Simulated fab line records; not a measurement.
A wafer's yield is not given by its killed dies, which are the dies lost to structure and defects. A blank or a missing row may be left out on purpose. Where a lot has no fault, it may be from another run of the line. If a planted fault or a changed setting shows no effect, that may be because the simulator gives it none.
A struck lot beside a sound one || flow sky130 || 14 steps out of a route of 708
Sound: the wafers L960.1, L960.2, L960.5. Wafers struck: L955.1, L955.2, L955.3. At the end, the cause is stated.
Order at every step that has rows: each side's tool, ch and its chambers, its first start. Under that, the readings that differ: sound wafers || struck wafers || difference of the means || sigmas: that difference in standard deviations of wafers without a fault.
alike: readings whose means differ by less than 2 such deviations, and words and numbers that are the same on both sides. not compared: withheld readings, readings that some wafer has no value for, bounds like >300 that may hide the same value, and numbers for which the record gives no deviation and whose values overlap.
The two part at a step that has a row with sigmas, a row that says differs or no value, or rows on one side only. Non-overlapping numbers with no deviation appear without sigmas and do not part them. Lack of a reading on every wafer of one side parts them only where that side has two or more wafers.

first, 2 steps without rows for these wafers: SKY_LDD_LDN_PEB_05; SKY_LDD_LDN_DEVELOP_06 (develop time 60 s).
SKY_LDD_LDN_OVL_MEAS_07:
  struck on overlay-01, day 27 05:02; sound on overlay-01, day 28 23:11
  alike: LDD_LDN_OVL
then, 4 steps without rows for these wafers: SKY_LDD_LDN_IMPLANT_08; SKY_LDD_LDN_IMPLANT_09; SKY_LDD_LDN_IMPLANT_10; SKY_LDD_LDN_IMPLANT_11.
SKY_LDD_LDN_STRIP_12: strips in O2/N2.
  sound on plasma_asher-03 ch 0,1, day 28 23:49; struck on plasma_asher-04 ch 0,1, day 27 05:40
{"reading": "drypump_motor_current_A (A)", "sound": "6.3 6.2 6.2", "struck": "4.9 5.6 4.9", "difference": -1.1, "sigmas": -2}
  alike: chamber_pressure_mTorr, oes_product_au, strip_time_to_endpoint_s
  not compared: rf_hours_counter_h
SKY_LDD_LDN_TW_MEAS_13:
  struck on film_metro-03, day 27 05:46; sound on film_metro-03, day 28 23:55
  alike: LDD_LDN_TW
then, 2 steps without rows for these wafers: SKY_LDD_LDN_CLEAN_14 (cleans in SC1/SC2, time 150 s); SKY_SPACER_CVD_00 (deposits Si3N4 from DCS/NH3, target thk 43.1 nm, time 740 s).
SKY_SPACER_THK_MEAS_01:
  struck on film_metro-01, day 27 07:41; sound on film_metro-04, day 29 01:14
  alike: SPACER_CVD_00_THK
SKY_SPACER_ETCHBACK_02: etches Si3N4 in CH3F/O2, stops on SiO2, time 46.7 s, target depth 45 nm.
  sound on rie_diel-04 ch 0,1,2, day 29 01:18; struck on rie_diel-03 ch 0,1,3, day 27 07:44
  no value came back on the struck wafers for any of 7 readings (O2_flow_sccm (sccm), bias_w (W) and others); on the sound wafers O2_flow_sccm (sccm) reads 30.13 30.02 29.93
  not compared: rf_hours_counter_h
-- the record jumps here: 21 days lie between the struck wafers' starts before and after (it left off in module SPACER and takes up again in module PAD_OPEN, whose first step shown is number 708 of the route) --
SKY_PAD_OPEN_PROBE_99:
  struck on prober-02, day 48 18:42; sound on prober-01, day 49 23:01
{"reading": "killed_at_front_end", "sound": "14 21 19", "struck": "426 420 423", "difference": "+405", "sigmas": "+90"}
{"reading": "killed_dies", "sound": "64 101 79", "struck": "492 492 492", "difference": "+411", "sigmas": "+43"}
{"reading": "killed_on_rim", "sound": "17 22 12", "struck": "96 96 96", "difference": "+79", "sigmas": "+21"}
  alike: killed_at_M0_to_M3, killed_at_M4_up, killed_at_contacts, killed_at_other, killed_open, killed_short

WHERE THEY PART
Earliest at SKY_LDD_LDN_STRIP_12; latest, in this record, at SKY_PAD_OPEN_PROBE_99.

WHY: the cause the simulator had injected
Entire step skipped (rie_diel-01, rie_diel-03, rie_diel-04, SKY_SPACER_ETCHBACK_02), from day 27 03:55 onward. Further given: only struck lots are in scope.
